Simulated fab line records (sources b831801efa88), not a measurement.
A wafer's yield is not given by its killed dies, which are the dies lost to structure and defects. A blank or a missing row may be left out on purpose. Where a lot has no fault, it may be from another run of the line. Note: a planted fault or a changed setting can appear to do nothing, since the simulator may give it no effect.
fab line records / flow gf180mcu
record lots=13 wafers=39 lastDay=34
route steps=602 shown CONTACT@292 M1@324
lots that met no fault: from a run of the same line without faults
startH: hours from the record's opening day to when the first of the lot's shown wafers began / waitH: hours since the lot's step before / " the same as in the row above / L1.1+2: a single row standing in for several wafers / - either no value or no given start / * or withheld: withheld / < > ~ a bound
route shown NAME@n: names a module that has steps shown in the file, with the first one's number in the route / usual: average and standard deviation across the fault-free wafers / same: alike in all rows / chamber/n: place in a boat / sites: readings site by site / _std_site: their standard deviation / _edge_site: the outer-site mean with the inner-site mean subtracted / radiusMm: for every site, how far away it sits from the centre of the wafer / mask NAME#n: copy n / behind: the tool/chamber that last shaped the wafer / hold: why the lot was held/for how many hours/how that ended / device: which transistor (n, p or np) failed to switch / end of line: tests of these same wafers at the route's end / a step with no rows: only its recipe / killed: the dies lost at the first sort to structure and to defects; this is not the yield of the wafer / map: dies across one wafer; x = killed, . = not, _ = none there
set.NAME: the setting the step ran with; set.NAME@STEP: the setting that earlier step ran with / model.NAME: the simulator's own value behind a step, which no gauge read
one table for each step of the route and one row for each wafer, over a sample of lots
services: a tool's chamber out of use, with start hour (startH, from the record's first day; less than 0 if before it), hours out, and reason
## steps
# step GF_CONTACT_BOW_MEAS_05
# recipe mode=bow
# usual CONTACT_BOW=66/6.4
lot.wafer=L564.1 tool=filmMetro-01 chamber=- startH=353.47 waitH=0.1 CONTACT_BOW[um]=59
lot.wafer=L564.3 tool=filmMetro-01 chamber=- startH=353.47 waitH=0.1 CONTACT_BOW[um]=61
lot.wafer=L564.4 tool=filmMetro-01 chamber=- startH=353.47 waitH=0.1 CONTACT_BOW[um]=51
lot.wafer=L567.3 tool=filmMetro-01 chamber=- startH=379.03 waitH=0.1 CONTACT_BOW[um]=51
lot.wafer=L567.4 tool=filmMetro-01 chamber=- startH=379.03 waitH=0.1 CONTACT_BOW[um]=58
lot.wafer=L567.6 tool=filmMetro-01 chamber=- startH=379.03 waitH=0.1 CONTACT_BOW[um]=69
lot.wafer=L568.1 tool=filmMetro-03 chamber=- startH=395.35 waitH=0.1 CONTACT_BOW[um]=66
lot.wafer=L568.3 tool=filmMetro-03 chamber=- startH=395.35 waitH=0.1 CONTACT_BOW[um]=73
lot.wafer=L568.4 tool=filmMetro-03 chamber=- startH=395.35 waitH=0.1 CONTACT_BOW[um]=72
lot.wafer=L569.1 tool=filmMetro-01 chamber=- startH=400.26 waitH=0.2 CONTACT_BOW[um]=68
lot.wafer=L569.5 tool=filmMetro-01 chamber=- startH=400.26 waitH=0.2 CONTACT_BOW[um]=66
lot.wafer=L569.6 tool=filmMetro-01 chamber=- startH=400.26 waitH=0.2 CONTACT_BOW[um]=61
lot.wafer=L570.1 tool=filmMetro-01 chamber=- startH=406.07 waitH=0.1 CONTACT_BOW[um]=62
lot.wafer=L570.2 tool=filmMetro-01 chamber=- startH=406.07 waitH=0.1 CONTACT_BOW[um]=68
lot.wafer=L570.4 tool=filmMetro-01 chamber=- startH=406.07 waitH=0.1 CONTACT_BOW[um]=71
lot.wafer=L571.3 tool=filmMetro-02 chamber=- startH=412.02 waitH=0.3 CONTACT_BOW[um]=60
lot.wafer=L571.4 tool=filmMetro-02 chamber=- startH=412.02 waitH=0.3 CONTACT_BOW[um]=67
lot.wafer=L571.6 tool=filmMetro-02 chamber=- startH=412.02 waitH=0.3 CONTACT_BOW[um]=67
lot.wafer=L572.1 tool=filmMetro-03 chamber=- startH=426.94 waitH=0.2 CONTACT_BOW[um]=63
lot.wafer=L572.3 tool=filmMetro-03 chamber=- startH=426.94 waitH=0.2 CONTACT_BOW[um]=64
lot.wafer=L572.6 tool=filmMetro-03 chamber=- startH=426.94 waitH=0.2 CONTACT_BOW[um]=63
lot.wafer=L573.3 tool=filmMetro-03 chamber=- startH=431.15 waitH=0.1 CONTACT_BOW[um]=66
lot.wafer=L573.5 tool=filmMetro-03 chamber=- startH=431.15 waitH=0.1 CONTACT_BOW[um]=60
lot.wafer=L573.6 tool=filmMetro-03 chamber=- startH=431.15 waitH=0.1 CONTACT_BOW[um]=62
lot.wafer=L579.1 tool=filmMetro-01 chamber=- startH=482.84 waitH=0.2 CONTACT_BOW[um]=65
lot.wafer=L579.3 tool=filmMetro-01 chamber=- startH=482.84 waitH=0.2 CONTACT_BOW[um]=63
lot.wafer=L579.6 tool=filmMetro-01 chamber=- startH=482.84 waitH=0.2 CONTACT_BOW[um]=64
lot.wafer=L581.3 tool=filmMetro-02 chamber=- startH=501.02 waitH=0.3 CONTACT_BOW[um]=61
lot.wafer=L581.5 tool=filmMetro-02 chamber=- startH=501.02 waitH=0.3 CONTACT_BOW[um]=63
lot.wafer=L581.6 tool=filmMetro-02 chamber=- startH=501.02 waitH=0.3 CONTACT_BOW[um]=69
lot.wafer=L584.2 tool=filmMetro-03 chamber=- startH=522.98 waitH=0.1 CONTACT_BOW[um]=75
lot.wafer=L584.4 tool=filmMetro-03 chamber=- startH=522.98 waitH=0.1 CONTACT_BOW[um]=87
lot.wafer=L584.5 tool=filmMetro-03 chamber=- startH=522.98 waitH=0.1 CONTACT_BOW[um]=76
lot.wafer=L585.1 tool=filmMetro-03 chamber=- startH=532.10 waitH=0.2 CONTACT_BOW[um]=63
lot.wafer=L585.4 tool=filmMetro-03 chamber=- startH=532.10 waitH=0.2 CONTACT_BOW[um]=58
lot.wafer=L585.5 tool=filmMetro-03 chamber=- startH=532.10 waitH=0.2 CONTACT_BOW[um]=68
lot.wafer=L586.3 tool=filmMetro-02 chamber=- startH=542.58 waitH=0.2 CONTACT_BOW[um]=52
lot.wafer=L586.4 tool=filmMetro-02 chamber=- startH=542.58 waitH=0.2 CONTACT_BOW[um]=56
lot.wafer=L586.6 tool=filmMetro-02 chamber=- startH=542.58 waitH=0.2 CONTACT_BOW[um]=53
# step GF_CONTACT_CD_MEAS_14
# recipe targetCdNm=220
# usual cdNm=220.1/1.6
lot.wafer=L564.1 tool=cdSem-01 chamber=- startH=375.76 waitH=0.1 cdNm=219.3
lot.wafer=L564.3 tool=cdSem-01 chamber=- startH=375.76 waitH=0.1 cdNm=218.4
lot.wafer=L564.4 tool=cdSem-01 chamber=- startH=375.76 waitH=0.1 cdNm=217.4
lot.wafer=L567.3 tool=cdSem-02 chamber=- startH=401.89 waitH=0.1 cdNm=218.7
lot.wafer=L567.4 tool=cdSem-02 chamber=- startH=401.89 waitH=0.1 cdNm=218.8
lot.wafer=L567.6 tool=cdSem-02 chamber=- startH=401.89 waitH=0.1 cdNm=219.9
lot.wafer=L568.1 tool=cdSem-02 chamber=- startH=418.44 waitH=0.1 cdNm=221.3
lot.wafer=L568.3 tool=cdSem-02 chamber=- startH=418.44 waitH=0.1 cdNm=221.2
lot.wafer=L568.4 tool=cdSem-02 chamber=- startH=418.44 waitH=0.1 cdNm=221.3
lot.wafer=L569.1 tool=cdSem-01 chamber=- startH=423.77 waitH=0.2 cdNm=222.0
lot.wafer=L569.5 tool=cdSem-01 chamber=- startH=423.77 waitH=0.2 cdNm=220.8
lot.wafer=L569.6 tool=cdSem-01 chamber=- startH=423.77 waitH=0.2 cdNm=218.8
lot.wafer=L570.1 tool=cdSem-02 chamber=- startH=430.45 waitH=0.1 cdNm=220.2
lot.wafer=L570.2 tool=cdSem-02 chamber=- startH=430.45 waitH=0.1 cdNm=219.8
lot.wafer=L570.4 tool=cdSem-02 chamber=- startH=430.45 waitH=0.1 cdNm=220.0
lot.wafer=L571.3 tool=cdSem-02 chamber=- startH=435.53 waitH=0.1 cdNm=219.1
lot.wafer=L571.4 tool=cdSem-02 chamber=- startH=435.53 waitH=0.1 cdNm=219.8
lot.wafer=L571.6 tool=cdSem-02 chamber=- startH=435.53 waitH=0.1 cdNm=218.8
lot.wafer=L572.1 tool=cdSem-01 chamber=- startH=451.30 waitH=0.1 cdNm=224.2
lot.wafer=L572.3 tool=cdSem-01 chamber=- startH=451.30 waitH=0.1 cdNm=222.4
lot.wafer=L572.6 tool=cdSem-01 chamber=- startH=451.30 waitH=0.1 cdNm=223.8
lot.wafer=L573.3 tool=cdSem-02 chamber=- startH=455.69 waitH=0.1 cdNm=220.2
lot.wafer=L573.5 tool=cdSem-02 chamber=- startH=455.69 waitH=0.1 cdNm=219.5
lot.wafer=L573.6 tool=cdSem-02 chamber=- startH=455.69 waitH=0.1 cdNm=219.5
lot.wafer=L579.1 tool=cdSem-01 chamber=- startH=506.94 waitH=0.1 cdNm=219.6
lot.wafer=L579.3 tool=cdSem-01 chamber=- startH=506.94 waitH=0.1 cdNm=219.5
lot.wafer=L579.6 tool=cdSem-01 chamber=- startH=506.94 waitH=0.1 cdNm=220.0
lot.wafer=L581.3 tool=cdSem-02 chamber=- startH=524.59 waitH=0.1 cdNm=218.9
lot.wafer=L581.5 tool=cdSem-02 chamber=- startH=524.59 waitH=0.1 cdNm=216.7
lot.wafer=L581.6 tool=cdSem-02 chamber=- startH=524.59 waitH=0.1 cdNm=218.3
lot.wafer=L584.2 tool=cdSem-01 chamber=- startH=545.72 waitH=0.1 cdNm=219.6
lot.wafer=L584.4 tool=cdSem-01 chamber=- startH=545.72 waitH=0.1 cdNm=220.6
lot.wafer=L584.5 tool=cdSem-01 chamber=- startH=545.72 waitH=0.1 cdNm=219.7
lot.wafer=L585.1 tool=cdSem-01 chamber=- startH=554.10 waitH=0.1 cdNm=221.6
lot.wafer=L585.4 tool=cdSem-01 chamber=- startH=554.10 waitH=0.1 cdNm=221.0
lot.wafer=L585.5 tool=cdSem-01 chamber=- startH=554.10 waitH=0.1 cdNm=222.3
lot.wafer=L586.3 tool=cdSem-02 chamber=- startH=564.44 waitH=0.1 cdNm=221.4
lot.wafer=L586.4 tool=cdSem-02 chamber=- startH=564.44 waitH=0.1 cdNm=222.2
lot.wafer=L586.6 tool=cdSem-02 chamber=- startH=564.44 waitH=0.1 cdNm=222.3
# step GF_CONTACT_OVL_MEAS_15
# usual CONTACT_OVL=-4/7.4
lot.wafer=L564.1 tool=overlay-01 chamber=- startH=375.88 waitH=0.1 CONTACT_OVL[nm]=6
lot.wafer=L564.3 tool=overlay-01 chamber=- startH=375.88 waitH=0.1 CONTACT_OVL[nm]=2
lot.wafer=L564.4 tool=overlay-01 chamber=- startH=375.88 waitH=0.1 CONTACT_OVL[nm]=-6
lot.wafer=L567.3 tool=overlay-02 chamber=- startH=401.99 waitH=0.1 CONTACT_OVL[nm]=-7
lot.wafer=L567.4 tool=overlay-02 chamber=- startH=401.99 waitH=0.1 CONTACT_OVL[nm]=-4
lot.wafer=L567.6 tool=overlay-02 chamber=- startH=401.99 waitH=0.1 CONTACT_OVL[nm]=-2
lot.wafer=L568.1 tool=overlay-01 chamber=- startH=418.56 waitH=0.1 CONTACT_OVL[nm]=1
lot.wafer=L568.3 tool=overlay-01 chamber=- startH=418.56 waitH=0.1 CONTACT_OVL[nm]=2
lot.wafer=L568.4 tool=overlay-01 chamber=- startH=418.56 waitH=0.1 CONTACT_OVL[nm]=2
lot.wafer=L569.1 tool=overlay-02 chamber=- startH=423.89 waitH=0.1 CONTACT_OVL[nm]=0
lot.wafer=L569.5 tool=overlay-02 chamber=- startH=423.89 waitH=0.1 CONTACT_OVL[nm]=-8
lot.wafer=L569.6 tool=overlay-02 chamber=- startH=423.89 waitH=0.1 CONTACT_OVL[nm]=-1
lot.wafer=L570.1 tool=overlay-02 chamber=- startH=430.57 waitH=0.1 CONTACT_OVL[nm]=-12
lot.wafer=L570.2 tool=overlay-02 chamber=- startH=430.57 waitH=0.1 CONTACT_OVL[nm]=-18
lot.wafer=L570.4 tool=overlay-02 chamber=- startH=430.57 waitH=0.1 CONTACT_OVL[nm]=-9
lot.wafer=L571.3 tool=overlay-01 chamber=- startH=435.62 waitH=0.1 CONTACT_OVL[nm]=-6
lot.wafer=L571.4 tool=overlay-01 chamber=- startH=435.62 waitH=0.1 CONTACT_OVL[nm]=-7
lot.wafer=L571.6 tool=overlay-01 chamber=- startH=435.62 waitH=0.1 CONTACT_OVL[nm]=-5
lot.wafer=L572.1 tool=overlay-01 chamber=- startH=451.42 waitH=0.1 CONTACT_OVL[nm]=-6
lot.wafer=L572.3 tool=overlay-01 chamber=- startH=451.42 waitH=0.1 CONTACT_OVL[nm]=-14
lot.wafer=L572.6 tool=overlay-01 chamber=- startH=451.42 waitH=0.1 CONTACT_OVL[nm]=-16
lot.wafer=L573.3 tool=overlay-01 chamber=- startH=455.79 waitH=0.1 CONTACT_OVL[nm]=-6
lot.wafer=L573.5 tool=overlay-01 chamber=- startH=455.79 waitH=0.1 CONTACT_OVL[nm]=-10
lot.wafer=L573.6 tool=overlay-01 chamber=- startH=455.79 waitH=0.1 CONTACT_OVL[nm]=-7
lot.wafer=L579.1 tool=overlay-01 chamber=- startH=507.06 waitH=0.1 CONTACT_OVL[nm]=8
lot.wafer=L579.3 tool=overlay-01 chamber=- startH=507.06 waitH=0.1 CONTACT_OVL[nm]=1
lot.wafer=L579.6 tool=overlay-01 chamber=- startH=507.06 waitH=0.1 CONTACT_OVL[nm]=2
lot.wafer=L581.3 tool=overlay-02 chamber=- startH=524.69 waitH=0.1 CONTACT_OVL[nm]=-6
lot.wafer=L581.5 tool=overlay-02 chamber=- startH=524.69 waitH=0.1 CONTACT_OVL[nm]=-11
lot.wafer=L581.6 tool=overlay-02 chamber=- startH=524.69 waitH=0.1 CONTACT_OVL[nm]=-2
lot.wafer=L584.2 tool=overlay-02 chamber=- startH=545.82 waitH=0.1 CONTACT_OVL[nm]=1
lot.wafer=L584.4 tool=overlay-02 chamber=- startH=545.82 waitH=0.1 CONTACT_OVL[nm]=4
lot.wafer=L584.5 tool=overlay-02 chamber=- startH=545.82 waitH=0.1 CONTACT_OVL[nm]=8
lot.wafer=L585.1 tool=overlay-01 chamber=- startH=554.22 waitH=0.1 CONTACT_OVL[nm]=0
lot.wafer=L585.4 tool=overlay-01 chamber=- startH=554.22 waitH=0.1 CONTACT_OVL[nm]=-3
lot.wafer=L585.5 tool=overlay-01 chamber=- startH=554.22 waitH=0.1 CONTACT_OVL[nm]=-2
lot.wafer=L586.3 tool=overlay-02 chamber=- startH=564.53 waitH=0.1 CONTACT_OVL[nm]=3
lot.wafer=L586.4 tool=overlay-02 chamber=- startH=564.53 waitH=0.1 CONTACT_OVL[nm]=12
lot.wafer=L586.6 tool=overlay-02 chamber=- startH=564.53 waitH=0.1 CONTACT_OVL[nm]=16
# step GF_M1_COAT_09
# recipe resist=KrF spinRpm=withheld resistThkNm=1000
# usual dispensePressureKPa=49.1/2.6
lot.wafer=L564.1 tool=lithoTrack-02 chamber=0 startH=388.15 waitH=0.1 dispensePressureKPa=52.9
lot.wafer=L564.3 tool=lithoTrack-02 chamber=0 startH=388.15 waitH=0.1 dispensePressureKPa=52.9
lot.wafer=L564.4 tool=lithoTrack-02 chamber=0 startH=388.15 waitH=0.1 dispensePressureKPa=53.0
lot.wafer=L567.3 tool=lithoTrack-03 chamber=0 startH=415.25 waitH=0.1 dispensePressureKPa=48.5
lot.wafer=L567.4 tool=lithoTrack-03 chamber=0 startH=415.25 waitH=0.1 dispensePressureKPa=48.5
lot.wafer=L567.6 tool=lithoTrack-03 chamber=0 startH=415.25 waitH=0.1 dispensePressureKPa=48.5
lot.wafer=L568.1 tool=lithoTrack-01 chamber=0 startH=432.42 waitH=0.1 dispensePressureKPa=46.6
lot.wafer=L568.3 tool=lithoTrack-01 chamber=0 startH=432.42 waitH=0.1 dispensePressureKPa=46.5
lot.wafer=L568.4 tool=lithoTrack-01 chamber=0 startH=432.42 waitH=0.1 dispensePressureKPa=46.6
lot.wafer=L569.1 tool=lithoTrack-03 chamber=0 startH=437.35 waitH=0.1 dispensePressureKPa=48.5
lot.wafer=L569.5 tool=lithoTrack-03 chamber=0 startH=437.35 waitH=0.1 dispensePressureKPa=48.5
lot.wafer=L569.6 tool=lithoTrack-03 chamber=0 startH=437.35 waitH=0.1 dispensePressureKPa=48.5
lot.wafer=L570.1 tool=lithoTrack-03 chamber=0 startH=443.95 waitH=0.1 dispensePressureKPa=48.5
lot.wafer=L570.2 tool=lithoTrack-03 chamber=0 startH=443.95 waitH=0.1 dispensePressureKPa=48.5
lot.wafer=L570.4 tool=lithoTrack-03 chamber=0 startH=443.95 waitH=0.1 dispensePressureKPa=48.5
lot.wafer=L571.3 tool=lithoTrack-03 chamber=0 startH=449.20 waitH=0.1 dispensePressureKPa=48.5
lot.wafer=L571.4 tool=lithoTrack-03 chamber=0 startH=449.20 waitH=0.1 dispensePressureKPa=48.4
lot.wafer=L571.6 tool=lithoTrack-03 chamber=0 startH=449.20 waitH=0.1 dispensePressureKPa=48.5
lot.wafer=L572.1 tool=lithoTrack-01 chamber=0 startH=465.17 waitH=0.1 dispensePressureKPa=46.6
lot.wafer=L572.3 tool=lithoTrack-01 chamber=0 startH=465.17 waitH=0.1 dispensePressureKPa=46.6
lot.wafer=L572.6 tool=lithoTrack-01 chamber=0 startH=465.17 waitH=0.1 dispensePressureKPa=46.6
lot.wafer=L573.3 tool=lithoTrack-03 chamber=0 startH=469.10 waitH=0.1 dispensePressureKPa=48.5
lot.wafer=L573.5 tool=lithoTrack-03 chamber=0 startH=469.10 waitH=0.1 dispensePressureKPa=48.5
lot.wafer=L573.6 tool=lithoTrack-03 chamber=0 startH=469.10 waitH=0.1 dispensePressureKPa=48.5
lot.wafer=L579.1 tool=lithoTrack-01 chamber=0 startH=519.52 waitH=0.1 dispensePressureKPa=46.6
lot.wafer=L579.3 tool=lithoTrack-01 chamber=0 startH=519.52 waitH=0.1 dispensePressureKPa=46.6
lot.wafer=L579.6 tool=lithoTrack-01 chamber=0 startH=519.52 waitH=0.1 dispensePressureKPa=46.6
lot.wafer=L581.3 tool=lithoTrack-03 chamber=0 startH=537.20 waitH=0.1 dispensePressureKPa=48.5
lot.wafer=L581.5 tool=lithoTrack-03 chamber=0 startH=537.20 waitH=0.1 dispensePressureKPa=48.5
lot.wafer=L581.6 tool=lithoTrack-03 chamber=0 startH=537.20 waitH=0.1 dispensePressureKPa=48.5
lot.wafer=L584.2 tool=lithoTrack-01 chamber=0 startH=557.89 waitH=0.1 dispensePressureKPa=46.6
lot.wafer=L584.4 tool=lithoTrack-01 chamber=0 startH=557.89 waitH=0.1 dispensePressureKPa=46.6
lot.wafer=L584.5 tool=lithoTrack-01 chamber=0 startH=557.89 waitH=0.1 dispensePressureKPa=46.6
lot.wafer=L585.1 tool=lithoTrack-03 chamber=0 startH=568.10 waitH=0.1 dispensePressureKPa=48.5
lot.wafer=L585.4 tool=lithoTrack-03 chamber=0 startH=568.10 waitH=0.1 dispensePressureKPa=48.5
lot.wafer=L585.5 tool=lithoTrack-03 chamber=0 startH=568.10 waitH=0.1 dispensePressureKPa=48.4
lot.wafer=L586.3 tool=lithoTrack-01 chamber=0 startH=576.42 waitH=0.1 dispensePressureKPa=46.6
lot.wafer=L586.4 tool=lithoTrack-01 chamber=0 startH=576.42 waitH=0.1 dispensePressureKPa=46.6
lot.wafer=L586.6 tool=lithoTrack-01 chamber=0 startH=576.42 waitH=0.1 dispensePressureKPa=46.5
# step GF_M1_STRIP_17
# recipe chemistry=O2/N2 powerW=1400 pressureMtorr=1500 platenTempC=250 o2FlowSccm=3000 n2FlowSccm=300 overashFraction=0.5
# usual drypumpMotorCurrentA=6.18/0.29 heaterPowerW=339/57 oesProductAu=0.538/0.0047 stripTimeToEndpointS=7.39/0.054
lot.wafer=L564.1 tool=plasmaAsher-03 chamber=1 startH=399.88 waitH=0.1 drypumpMotorCurrentA=6.11 heaterPowerW=296 oesProductAu=0.542 rfHoursCounterH=59 stripTimeToEndpointS=7.32
lot.wafer=L564.3 tool=plasmaAsher-03 chamber=0 startH=399.88 waitH=0.1 drypumpMotorCurrentA=6.56 heaterPowerW=305 oesProductAu=0.535 rfHoursCounterH=- stripTimeToEndpointS=7.35
lot.wafer=L564.4 tool=plasmaAsher-03 chamber=1 startH=399.88 waitH=0.1 drypumpMotorCurrentA=6.12 heaterPowerW=295 oesProductAu=0.537 rfHoursCounterH=- stripTimeToEndpointS=7.35
lot.wafer=L567.3 tool=plasmaAsher-01 chamber=1 startH=427.67 waitH=0.1 drypumpMotorCurrentA=5.62 heaterPowerW=321 oesProductAu=0.545 rfHoursCounterH=- stripTimeToEndpointS=7.46
lot.wafer=L567.4 tool=plasmaAsher-01 chamber=0 startH=427.67 waitH=0.1 drypumpMotorCurrentA=6.27 heaterPowerW=317 oesProductAu=0.541 rfHoursCounterH=- stripTimeToEndpointS=7.47
lot.wafer=L567.6 tool=plasmaAsher-01 chamber=1 startH=427.67 waitH=0.1 drypumpMotorCurrentA=5.62 heaterPowerW=318 oesProductAu=0.539 rfHoursCounterH=- stripTimeToEndpointS=7.50
lot.wafer=L568.1 tool=plasmaAsher-01 chamber=0 startH=444.96 waitH=0.1 drypumpMotorCurrentA=6.28 heaterPowerW=309 oesProductAu=0.539 rfHoursCounterH=36 stripTimeToEndpointS=7.39
lot.wafer=L568.3 tool=plasmaAsher-01 chamber=0 startH=444.96 waitH=0.1 drypumpMotorCurrentA=6.28 heaterPowerW=312 oesProductAu=0.527 rfHoursCounterH=- stripTimeToEndpointS=7.35
lot.wafer=L568.4 tool=plasmaAsher-01 chamber=1 startH=444.96 waitH=0.1 drypumpMotorCurrentA=5.60 heaterPowerW=322 oesProductAu=0.534 rfHoursCounterH=- stripTimeToEndpointS=7.35
lot.wafer=L569.1 tool=plasmaAsher-03 chamber=0 startH=450.03 waitH=0.1 drypumpMotorCurrentA=6.55 heaterPowerW=307 oesProductAu=0.536 rfHoursCounterH=65 stripTimeToEndpointS=7.47
lot.wafer=L569.5 tool=plasmaAsher-03 chamber=1 startH=450.03 waitH=0.1 drypumpMotorCurrentA=6.14 heaterPowerW=298 oesProductAu=0.544 rfHoursCounterH=- stripTimeToEndpointS=7.44
lot.wafer=L569.6 tool=plasmaAsher-03 chamber=0 startH=450.03 waitH=0.1 drypumpMotorCurrentA=6.57 heaterPowerW=308 oesProductAu=0.541 rfHoursCounterH=- stripTimeToEndpointS=7.41
lot.wafer=L570.1 tool=plasmaAsher-01 chamber=1 startH=456.90 waitH=0.1 drypumpMotorCurrentA=5.58 heaterPowerW=314 oesProductAu=0.538 rfHoursCounterH=37 stripTimeToEndpointS=7.46
lot.wafer=L570.2 tool=plasmaAsher-01 chamber=0 startH=456.90 waitH=0.1 drypumpMotorCurrentA=6.27 heaterPowerW=321 oesProductAu=0.547 rfHoursCounterH=37 stripTimeToEndpointS=7.48
lot.wafer=L570.4 tool=plasmaAsher-01 chamber=0 startH=456.90 waitH=0.1 drypumpMotorCurrentA=6.28 heaterPowerW=322 oesProductAu=0.540 rfHoursCounterH=- stripTimeToEndpointS=7.45
lot.wafer=L571.3 tool=plasmaAsher-04 chamber=1 startH=461.82 waitH=0.2 drypumpMotorCurrentA=6.26 heaterPowerW=352 oesProductAu=0.527 rfHoursCounterH=- stripTimeToEndpointS=7.01
lot.wafer=L571.4 tool=plasmaAsher-04 chamber=0 startH=461.82 waitH=0.2 drypumpMotorCurrentA=5.97 heaterPowerW=471 oesProductAu=0.514 rfHoursCounterH=- stripTimeToEndpointS=6.97
lot.wafer=L571.6 tool=plasmaAsher-04 chamber=0 startH=461.82 waitH=0.2 drypumpMotorCurrentA=5.98 heaterPowerW=466 oesProductAu=0.524 rfHoursCounterH=- stripTimeToEndpointS=6.97
lot.wafer=L572.1 tool=plasmaAsher-04 chamber=1 startH=477.73 waitH=0.2 drypumpMotorCurrentA=6.30 heaterPowerW=358 oesProductAu=0.538 rfHoursCounterH=85 stripTimeToEndpointS=7.37
lot.wafer=L572.3 tool=plasmaAsher-04 chamber=0 startH=477.73 waitH=0.2 drypumpMotorCurrentA=6.01 heaterPowerW=464 oesProductAu=0.531 rfHoursCounterH=- stripTimeToEndpointS=7.37
lot.wafer=L572.6 tool=plasmaAsher-04 chamber=1 startH=477.73 waitH=0.2 drypumpMotorCurrentA=6.28 heaterPowerW=350 oesProductAu=0.539 rfHoursCounterH=- stripTimeToEndpointS=7.39
lot.wafer=L573.3 tool=plasmaAsher-01 chamber=0 startH=481.94 waitH=0.1 drypumpMotorCurrentA=6.26 heaterPowerW=311 oesProductAu=0.526 rfHoursCounterH=- stripTimeToEndpointS=6.93
lot.wafer=L573.5 tool=plasmaAsher-01 chamber=1 startH=481.94 waitH=0.1 drypumpMotorCurrentA=5.61 heaterPowerW=320 oesProductAu=0.511 rfHoursCounterH=- stripTimeToEndpointS=6.91
lot.wafer=L573.6 tool=plasmaAsher-01 chamber=0 startH=481.94 waitH=0.1 drypumpMotorCurrentA=6.25 heaterPowerW=317 oesProductAu=0.523 rfHoursCounterH=- stripTimeToEndpointS=6.91
lot.wafer=L579.1 tool=plasmaAsher-04 chamber=1 startH=531.60 waitH=0.1 drypumpMotorCurrentA=6.23 heaterPowerW=356 oesProductAu=0.543 rfHoursCounterH=91 stripTimeToEndpointS=7.42
lot.wafer=L579.3 tool=plasmaAsher-04 chamber=0 startH=531.60 waitH=0.1 drypumpMotorCurrentA=5.98 heaterPowerW=461 oesProductAu=0.552 rfHoursCounterH=- stripTimeToEndpointS=7.47
lot.wafer=L579.6 tool=plasmaAsher-04 chamber=0 startH=531.60 waitH=0.1 drypumpMotorCurrentA=5.99 heaterPowerW=481 oesProductAu=0.532 rfHoursCounterH=- stripTimeToEndpointS=7.40
lot.wafer=L581.3 tool=plasmaAsher-01 chamber=1 startH=549.25 waitH=0.2 drypumpMotorCurrentA=5.61 heaterPowerW=316 oesProductAu=0.535 rfHoursCounterH=- stripTimeToEndpointS=7.44
lot.wafer=L581.5 tool=plasmaAsher-01 chamber=1 startH=549.25 waitH=0.2 drypumpMotorCurrentA=5.60 heaterPowerW=313 oesProductAu=0.544 rfHoursCounterH=- stripTimeToEndpointS=7.42
lot.wafer=L581.6 tool=plasmaAsher-01 chamber=0 startH=549.25 waitH=0.2 drypumpMotorCurrentA=6.24 heaterPowerW=319 oesProductAu=0.538 rfHoursCounterH=- stripTimeToEndpointS=7.44
lot.wafer=L584.2 tool=plasmaAsher-04 chamber=1 startH=569.53 waitH=0.1 drypumpMotorCurrentA=6.26 heaterPowerW=344 oesProductAu=0.531 rfHoursCounterH=94 stripTimeToEndpointS=7.39
lot.wafer=L584.4 tool=plasmaAsher-04 chamber=1 startH=569.53 waitH=0.1 drypumpMotorCurrentA=6.23 heaterPowerW=349 oesProductAu=0.536 rfHoursCounterH=- stripTimeToEndpointS=7.38
lot.wafer=L584.5 tool=plasmaAsher-04 chamber=1 startH=569.53 waitH=0.1 drypumpMotorCurrentA=6.24 heaterPowerW=354 oesProductAu=0.550 rfHoursCounterH=- stripTimeToEndpointS=7.38
lot.wafer=L585.1 tool=plasmaAsher-04 chamber=0 startH=579.53 waitH=0.2 drypumpMotorCurrentA=5.97 heaterPowerW=477 oesProductAu=0.539 rfHoursCounterH=95 stripTimeToEndpointS=7.30
lot.wafer=L585.4 tool=plasmaAsher-04 chamber=0 startH=579.53 waitH=0.2 drypumpMotorCurrentA=5.99 heaterPowerW=467 oesProductAu=0.536 rfHoursCounterH=- stripTimeToEndpointS=7.32
lot.wafer=L585.5 tool=plasmaAsher-04 chamber=0 startH=579.53 waitH=0.2 drypumpMotorCurrentA=5.98 heaterPowerW=476 oesProductAu=0.535 rfHoursCounterH=- stripTimeToEndpointS=7.33
lot.wafer=L586.3 tool=plasmaAsher-03 chamber=0 startH=587.47 waitH=0.1 drypumpMotorCurrentA=6.57 heaterPowerW=312 oesProductAu=0.532 rfHoursCounterH=- stripTimeToEndpointS=7.37
lot.wafer=L586.4 tool=plasmaAsher-03 chamber=1 startH=587.47 waitH=0.1 drypumpMotorCurrentA=6.19 heaterPowerW=297 oesProductAu=0.541 rfHoursCounterH=- stripTimeToEndpointS=7.44
lot.wafer=L586.6 tool=plasmaAsher-03 chamber=0 startH=587.47 waitH=0.1 drypumpMotorCurrentA=6.57 heaterPowerW=310 oesProductAu=0.535 rfHoursCounterH=- stripTimeToEndpointS=7.44
## services
tool=plasmaAsher-03 chamber=- startH=373.55 hours=3.1 kind=repair
tool=plasmaAsher-01 chamber=- startH=382.31 hours=1.6 kind=repair
tool=plasmaAsher-04 chamber=- startH=388.44 hours=21.9 kind=repair
tool=plasmaAsher-03 chamber=- startH=515.26 hours=2.1 kind=repair
tool=plasmaAsher-04 chamber=- startH=557.86 hours=10.0 kind=repair
## key
firstSign step=GF_M1_STRIP_17 reading=stripTimeToEndpointS direction=down sigmas=8.1 usual=* struck=*
effect step=GF_M1_STRIP_17 reading=oesProductAu direction=down sigmas=3.6 usual=0.538 struck=0.521
metAt GF_M1_COAT_09
struckLots L571,L573
notActingAt GF_CONTACT_BOW_MEAS_05,GF_CONTACT_CD_MEAS_14,GF_CONTACT_OVL_MEAS_15
onsetBetween 443.95 449.20
fault kind=processParameterDrift tool=lithoTrack-03 chamber=- onsetH=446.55 steps=GF_M1_COAT_09 channel=resistThkNm offset=* shape=step endH=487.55 actsIn=* stated=*
